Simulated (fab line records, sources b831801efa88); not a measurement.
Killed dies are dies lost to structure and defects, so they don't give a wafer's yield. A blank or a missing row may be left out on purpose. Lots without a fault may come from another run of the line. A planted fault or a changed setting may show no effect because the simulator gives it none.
fab line records | flow sky130
record lots=6 wafers=18 last_day=50
route steps=708 shown METAL2@504 VIA2@507 PAD_OPEN@708
lots that met no fault: from a run of the same line without faults
start_h: hours from the record's first day to the start of the lot's first wafer shown | wait_h: hours since the lot's step before | " the same as in the row above | L1.1+2: a row that stands for several wafers | - no value, or no start given | * or withheld: withheld | < > ~ a bound
route shown NAME@n: a module of which the file shows steps, and the number in the route of the first | usual: mean/standard deviation of fault-free wafers | same: alike in all rows | chamber/n: place in a boat | sites: the reading at each site | _std_site: their standard deviation | _edge_site: outer sites' mean less inner sites' | radius_mm: how far each site lies from the wafer's centre | mask NAME#n: copy n | behind: the tool/chamber that last shaped the wafer | hold: why the lot was held/for how many hours/how that ended | device: the transistor (n, p or np) that didn't switch | end of line: the same wafers' tests at the end of the route | a step without rows: its recipe alone | killed: dies lost to structure and defects at the first sort, not the wafer's yield | map: a wafer's dies, x killed, . not, _ none there
set.NAME: the setting as run; set.NAME@STEP: as run at that earlier step | model.NAME: the simulator's own value behind a step, which no gauge read
lots at some steps of the route; a table a step, a row a wafer
services: from which hour (start_h, from the record's first day; less than 0 if before it) a tool's chamber was out of use, for how many hours, and why
## steps
# step SKY_METAL2_STRIP_21
# recipe chemistry=post_etch_residue_remover time_s=1200 temp_c=72.5
# step SKY_METAL2_CLEAN_22
# recipe chemistry=IPA time_s=180 temp_c=25
# step SKY_METAL2_CLEAN_23
# recipe chemistry=O3/DIW dry=n2_spin
# step SKY_VIA2_HDPCVD_00
# recipe material=SiO2 target_thk_nm=1180 sigma_open_frac=0.3 time_s=196.7 temp_c=400 sih4_flow_sccm=60 pressure_mtorr=6
# step SKY_VIA2_THK_MEAS_01
# recipe reads=SiO2_of_VIA2_HDPCVD_00
# usual VIA2_HDPCVD_THK=1185/12
# columns lot.wafer tool chamber start_h wait_h VIA2_HDPCVD_THK[nm]
L793.1 film_metro-04 - 821.54 0.1 1189
L793.2 " - " " 1187
L793.4 " - " " 1172
L797.3 film_metro-04 - 870.59 0.1 1191
L797.5 " - " " 1168
L797.6 " - " " 1207
L798.1 film_metro-04 - 879.07 0.1 1176
L798.5 " - " " 1195
L798.6 " - " " 1201
L800.1 film_metro-04 - 883.74 0.1 1184
L800.3 " - " " 1192
L800.6 " - " " 1203
L811.1 film_metro-03 - 963.50 0.1 1190
L811.3 " - " " 1197
L811.5 " - " " 1180
L814.3 film_metro-03 - 976.69 0.1 1166
L814.4 " - " " 1175
L814.6 " - " " 1165
# step SKY_VIA2_CMP_02
# recipe material=SiO2 down_force_psi=4 platen_rpm=60 pad_velocity_m_s=0.94248
# usual motor_current_A=12.2/1.2
# columns lot.wafer tool chamber start_h wait_h motor_current_A
L793.1 cmp-01 2 821.60 0.1 12.5
L793.4 " 0 " " 12.8
L793.2 " 1 " " 11.3
L797.3 cmp-01 0 870.73 0.1 13.5
L797.5 " 2 " " 12.7
L797.6 " 3 " " 11.2
L798.1 cmp-02 3 879.18 0.1 10.1
L798.6 " 2 " " 12.0
L798.5 " 3 " " 9.8
L800.3 cmp-02 0 883.80 0.0 13.4
L800.1 " 1 " " 13.2
L800.6 " 1 " " 12.4
L811.1 cmp-01 3 964.58 1.1 11.5
L811.3 " 0 " " 13.3
L811.5 " 1 " " 12.1
L814.3 cmp-02 0 976.73 0.0 13.4
L814.4 " 1 " " 12.4
L814.6 " 0 " " 13.7
# step SKY_VIA2_BOW_MEAS_03
# recipe mode=bow
# usual VIA2_BOW=87/7.2
# columns lot.wafer tool chamber start_h wait_h VIA2_BOW[um]
L793.1 film_metro-04 - 821.90 0.2 94
L793.2 " - " " 81
L793.4 " - " " 82
L797.3 film_metro-02 - 870.97 0.2 92
L797.5 " - " " 92
L797.6 " - " " 94
L798.1 film_metro-03 - 879.43 0.2 81
L798.5 " - " " 84
L798.6 " - " " 87
L800.1 film_metro-03 - 884.10 0.2 92
L800.3 " - " " 87
L800.6 " - " " 87
L811.1 film_metro-04 - 964.78 0.1 102
L811.3 " - " " 90
L811.5 " - " " 92
L814.3 film_metro-04 - 977.07 0.3 91
L814.4 " - " " 94
L814.6 " - " " 88
# step SKY_VIA2_DEHYDRATE_04
# recipe temp_c=200 time_s=60
# step SKY_VIA2_HMDS_05
# recipe prime_time_s=60 prime_temp_c=120
# step SKY_VIA2_COAT_06
# recipe resist=BARC temp_c=withheld time_s=withheld spin_rpm=3000 resist_thk_nm=60
# step SKY_VIA2_COAT_07
# recipe resist=KrF-thick spin_rpm=3000 resist_thk_nm=450
# step SKY_VIA2_SOFTBAKE_08
# recipe temp_c=100 time_s=90 resist=KrF-thick
# step SKY_VIA2_EXPOSE_09
# recipe mask_id=VIM2 na=0.8 source_shape=annular sigma_inner=0.55 sigma_outer=0.85 target_cd_nm=200 dose_mj=38
# usual exposure_dose_mJ_cm2=37.92/0.043
# columns lot.wafer tool chamber start_h wait_h mask exposure_dose_mJ_cm2
L793.1 krf_scanner-01 0 835.93 - VIM2#0 37.99
L793.2 " 0 " " VIM2#0 37.90
L793.4 " 0 " " VIM2#0 37.99
L797.3 krf_scanner-01 0 884.37 - VIM2#0 37.91
L797.5 " 0 " " VIM2#0 37.95
L797.6 " 0 " " VIM2#0 37.94
L798.1 krf_scanner-01 0 893.30 - VIM2#0 39.52
L798.5 " 0 " " VIM2#0 39.50
L798.6 " 0 " " VIM2#0 39.48
L800.1 krf_scanner-01 0 897.61 - VIM2#0 39.47
L800.3 " 0 " " VIM2#0 39.46
L800.6 " 0 " " VIM2#0 39.47
L811.1 krf_scanner-02 0 976.55 - VIM2#0 37.85
L811.3 " 0 " " VIM2#0 37.83
L811.5 " 0 " " VIM2#0 37.90
L814.3 krf_scanner-02 0 989.84 - VIM2#0 37.86
L814.4 " 0 " " VIM2#0 37.86
L814.6 " 0 " " VIM2#0 37.87
# step SKY_VIA2_PEB_10
# recipe peb_temp_c=withheld peb_time_s=withheld resist=KrF-thick
# step SKY_VIA2_DEVELOP_11
# recipe develop_time_s=60 resist=KrF-thick dev_temp_c=21
# step SKY_VIA2_CD_MEAS_12
# recipe target_cd_nm=200
# usual cd_nm=200.4/1.5
# columns lot.wafer tool chamber start_h wait_h cd_nm
L793.1 cd_sem-02 - 849.23 - 200.4
L793.2 " - " " 200.7
L793.4 " - " " 200.4
L797.3 cd_sem-01 - 897.67 - 200.5
L797.5 " - " " 199.7
L797.6 " - " " 199.8
L798.1 cd_sem-01 - 906.03 - 207.0
L798.5 " - " " 207.0
L798.6 " - " " 207.4
L800.1 cd_sem-01 - 909.68 - 208.1
L800.3 " - " " 209.2
L800.6 " - " " 210.4
L811.1 cd_sem-01 - 988.88 - 201.0
L811.3 " - " " 200.4
L811.5 " - " " 200.7
L814.3 cd_sem-01 - 1000.85 - 203.1
L814.4 " - " " 201.8
L814.6 " - " " 202.0
# step SKY_VIA2_OVL_MEAS_13
# usual VIA2_OVL=5/5.3
# columns lot.wafer tool chamber start_h wait_h VIA2_OVL[nm]
L793.1 overlay-02 - 849.35 0.1 0
L793.2 " - " " 5
L793.4 " - " " -2
L797.3 overlay-02 - 897.76 0.1 0
L797.5 " - " " 1
L797.6 " - " " 6
L798.1 overlay-02 - 906.15 0.1 3
L798.5 " - " " 5
L798.6 " - " " 0
L800.1 overlay-01 - 909.80 0.1 0
L800.3 " - " " 3
L800.6 " - " " 4
L811.1 overlay-01 - 989.00 0.1 0
L811.3 " - " " 4
L811.5 " - " " -2
L814.3 overlay-01 - 1000.94 0.1 7
L814.4 " - " " 6
L814.6 " - " " 6
# step SKY_VIA2_ETCH_14
# recipe chemistry=N2/H2 target=BARC ion_energy_ev=200 source_w=500 bias_w=100 pressure_mtorr=30 n2_flow_sccm=100 h2_flow_sccm=200 stop_on=SiO2 time_s=45.9 target_depth_a=600
# usual drypump_motor_current_A=5.5/0.52 oes_product_au=0.854/0.0046 rf_fwd_power_W=495.0/2.1 throttle_valve_pct=13.223/0.0093
# columns lot.wafer tool chamber start_h wait_h drypump_motor_current_A oes_product_au rf_fwd_power_W rf_hours_counter_h throttle_valve_pct model.VIA2.cd_nm
L793.1 rie_diel-01 3 849.38 0.0 6.2 0.852 489.9 23 13.233 200.6
L793.2 " 1 " " 5.1 0.861 493.4 6 13.227 200.4
L793.4 " 1 " " 5.1 0.851 495.8 - 13.216 200.4
L797.3 rie_diel-04 0 897.78 0.0 5.7 0.858 496.7 16 13.215 201.1
L797.5 " 3 " " 5.3 0.857 493.6 - 13.234 200.6
L797.6 " 2 " " 4.8 0.854 494.2 - 13.227 200.3
L798.1 rie_diel-04 3 906.18 0.0 5.3 0.847 497.2 4 13.237 208.3
L798.5 " 1 " " 5.3 0.863 494.9 - 13.220 208.2
L798.6 " 2 " " 4.8 0.854 491.9 - 13.227 208.8
L800.1 rie_diel-01 1 909.83 0.0 5.1 0.858 494.8 8 13.213 207.8
L800.3 " 2 " " 5.0 0.852 498.8 21 13.214 209.7
L800.6 " 0 " " 5.6 0.847 499.9 - 13.231 208.9
L811.1 rie_diel-03 1 989.04 0.0 5.7 0.859 494.9 21 13.225 202.1
L811.3 " 3 " " 5.6 0.861 492.9 16 13.232 199.7
L811.5 " 2 " " 6.1 0.853 499.2 - 13.230 200.2
L814.3 rie_diel-04 1 1000.96 0.0 5.3 0.857 491.0 8 13.229 204.8
L814.4 " 2 " " 4.8 0.860 496.5 - 13.241 203.4
L814.6 " 3 " " 5.3 0.854 493.5 - 13.216 203.5
# step SKY_VIA2_ETCH_15
# recipe target=SiO2 chemistry=C4F8/O2/Ar target_depth_nm=546 stop_on=TiN mask_material=KrF-thick source_w=1500 bias_w=1200 pressure_mtorr=40 c4f8_flow_sccm=withheld O2_flow_sccm=6 Ar_flow_sccm=300 time_s=84
# usual oes_product_au=0.939/0.005 rf_fwd_power_W=1490/5.4
# columns lot.wafer tool chamber start_h wait_h oes_product_au rf_fwd_power_W rf_hours_counter_h model.VIA2.cd_nm
L793.1 rie_diel-01 3 849.43 0.0 0.946 1474 23 195.4
L793.2 " 1 " " 0.944 1488 6 200
L793.4 " 1 " " 0.944 1484 - 198.9
L797.3 rie_diel-04 0 897.83 0.0 0.933 1496 16 195.7
L797.5 " 3 " " 0.942 1490 - 203.7
L797.6 " 2 " " 0.935 1489 - 194.5
L798.1 rie_diel-04 3 906.23 0.0 0.932 1497 4 210.5
L798.5 " 1 " " 0.946 1489 - 209.1
L798.6 " 2 " " 0.954 1477 - 201.8
L800.1 rie_diel-01 1 909.88 0.0 0.938 1492 8 204.4
L800.3 " 2 " " 0.940 1497 21 203.6
L800.6 " 0 " " 0.934 1492 - 212.9
L811.1 rie_diel-03 1 989.08 0.0 0.943 1494 21 201
L811.3 " 3 " " 0.944 1489 16 193.4
L811.5 " 2 " " 0.936 1497 - 196.1
L814.3 rie_diel-04 1 1001.01 0.0 0.941 1479 8 199
L814.4 " 2 " " 0.938 1490 - 196.2
L814.6 " 3 " " 0.947 1487 - 205.7
# step SKY_VIA2_STRIP_16
# recipe chemistry=O2/N2 power_w=1400 pressure_mtorr=1500 platen_temp_c=withheld o2_flow_sccm=3000 n2_flow_sccm=300 overash_fraction=0.5
# usual drypump_motor_current_A=5.6/0.38 oes_product_au=0.399/0.0051 strip_time_to_endpoint_s=4.04/0.04
# columns lot.wafer tool chamber start_h wait_h drypump_motor_current_A oes_product_au rf_hours_counter_h strip_time_to_endpoint_s
L793.1 plasma_asher-01 1 849.49 0.0 5.5 0.401 99 4.09
L793.2 " 0 " " 5.9 0.403 99 4.03
L793.4 " 0 " " 5.9 0.402 - 4.02
L797.3 plasma_asher-04 1 897.92 0.1 5.2 0.399 - 4.05
L797.5 " 1 " " 5.2 0.397 - 4.03
L797.6 " 0 " " 6.2 0.396 - 4.00
L798.1 plasma_asher-02 0 906.29 0.0 5.0 0.397 81 4.02
L798.5 " 0 " " 5.0 0.404 - 4.10
L798.6 " 1 " " 5.5 0.404 - 4.01
L800.1 plasma_asher-01 0 909.94 0.0 5.9 0.402 105 4.02
L800.3 " 1 " " 5.5 0.407 - 4.06
L800.6 " 1 " " 5.5 0.397 - 4.00
L811.1 plasma_asher-02 1 989.14 0.0 5.5 0.389 90 3.96
L811.3 " 1 " " 5.5 0.405 - 4.06
L811.5 " 1 " " 5.5 0.404 - 4.03
L814.3 plasma_asher-04 1 1001.10 0.1 5.2 0.402 - 4.09
L814.4 " 0 " " 6.2 0.386 - 4.05
L814.6 " 0 " " 6.1 0.403 - 4.02
# step SKY_PAD_OPEN_PROBE_99
# usual killed_at_M0_to_M3=43/7.5 killed_at_M4_up=2.8/1.8 killed_at_contacts=24/5.3 killed_at_front_end=14/4.2 killed_at_other=0.3/0.54 killed_dies=84/9.4 killed_open=46/7.1 killed_short=38/6.6
# same gross_dies=492 killed_at_back_side=0
# columns lot.wafer tool chamber start_h wait_h killed_at_M0_to_M3 killed_at_M4_up killed_at_contacts killed_at_front_end killed_at_other killed_dies killed_open killed_short
L811.1 prober-01 - 1182.43 0.1 52 2 25 11 0 90 47 43
L811.3 prober-01 - 1182.53 0.2 41 1 15 13 0 70 37 33
L811.5 prober-01 - 1182.63 0.2 34 2 29 14 0 79 45 34
# killed by level:class
L811.1 VIA2:geometric_particle:open=10 LI_CONTACT:geometric_particle:open=9 VIA1:geometric_particle:open=9 CONTACT:geometric_particle:open=6 METAL1:geometric_particle:short=6 FIELD_ISO:geometric_particle:short=5 VIA1:geometric_particle:short=5 METAL2:geometric_particle:short=5
L811.3 VIA2:geometric_particle:open=9 VIA1:geometric_particle:short=8 CONTACT:geometric_particle:open=8 FIELD_ISO:geometric_particle:short=7 VIA1:geometric_particle:open=7 METAL2:geometric_particle:short=4 CONTACT:geometric_particle:short=3 METAL2:geometric_particle:open=3
L811.5 CONTACT:geometric_particle:open=13 VIA3:geometric_particle:open=8 LI_CONTACT:geometric_particle:open=7 CONTACT:geometric_particle:short=5 VIA1:geometric_particle:open=5 FIELD_ISO:geometric_particle:open=4 VIA1:geometric_particle:short=4 METAL3:geometric_particle:short=4
## services
# columns tool chamber start_h hours kind
krf_scanner-02 - 801.89 0.8 pm
krf_scanner-02 - 812.55 0.8 pm
rie_diel-01 0 814.70 4.5 repair
rie_diel-04 - 817.82 2.8 pm
krf_scanner-01 - 819.20 1.3 pm
krf_scanner-01 - 820.70 0.3 repair
rie_diel-01 0 846.98 7.5 repair
cmp-02 - 851.21 0.7 repair
krf_scanner-01 - 861.98 1.0 pm
rie_diel-01 - 863.21 0.4 repair
krf_scanner-02 - 874.22 1.3 pm
krf_scanner-01 - 878.56 0.8 pm
krf_scanner-02 - 902.62 3.6 pm
cmp-01 - 907.13 0.4 repair
cmp-02 - 912.06 4.0 pm
plasma_asher-04 - 913.18 3.6 repair
rie_diel-01 - 926.90 15.6 pm
krf_scanner-01 - 930.23 4.4 pm
krf_scanner-01 - 935.47 7.2 pm
krf_scanner-01 - 942.67 3.6 pm
cmp-02 - 961.35 8.5 repair
rie_diel-04 0 993.67 7.4 repair
krf_scanner-01 - 995.10 1.3 pm
cmp-01 - 998.84 5.9 repair
## key
first_sign step=SKY_VIA2_EXPOSE_09 reading=exposure_dose_mJ_cm2 direction=up sigmas=36 usual=* struck=*
effect step=SKY_VIA2_CD_MEAS_12 reading=cd_nm direction=up sigmas=5.1 usual=200.4 struck=208.2
model_effect step=SKY_VIA2_ETCH_14 value=VIA2.cd_nm without=201.6 struck=208.6
model_effect step=SKY_VIA2_ETCH_15 value=VIA2.cd_nm without=200 struck=207.1
met_at SKY_VIA2_EXPOSE_09
struck_wafers L798.1,L798.5,L798.6,L800.1,L800.3,L800.6
rows_end L800.1,L800.3,L800.6
tester_left_out L798
onset_between 884.37 893.30
earlier_fault kind=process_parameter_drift tool=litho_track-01 chamber=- onset_h=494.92 steps=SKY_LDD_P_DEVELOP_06 channel=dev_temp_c offset=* shape=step end_h=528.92 acts_in=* stated=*
fault kind=process_parameter_drift tool=krf_scanner-01 chamber=- onset_h=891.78 steps=SKY_VIA2_EXPOSE_09 channel=dose_mj offset=1.528 shape=step acts_in=these_recipes_only stated=38
# tester_left_out: of these lots the tester's yield and bins aren't shown, on N5 and GAA mostly nor the transistor test; their killed dies are dies lost to structure and defects alone, not to doping, threshold or leakage, so they don't give the yield
# rows_end: these wafers met a further fault down the route, and their rows from its step on are left out
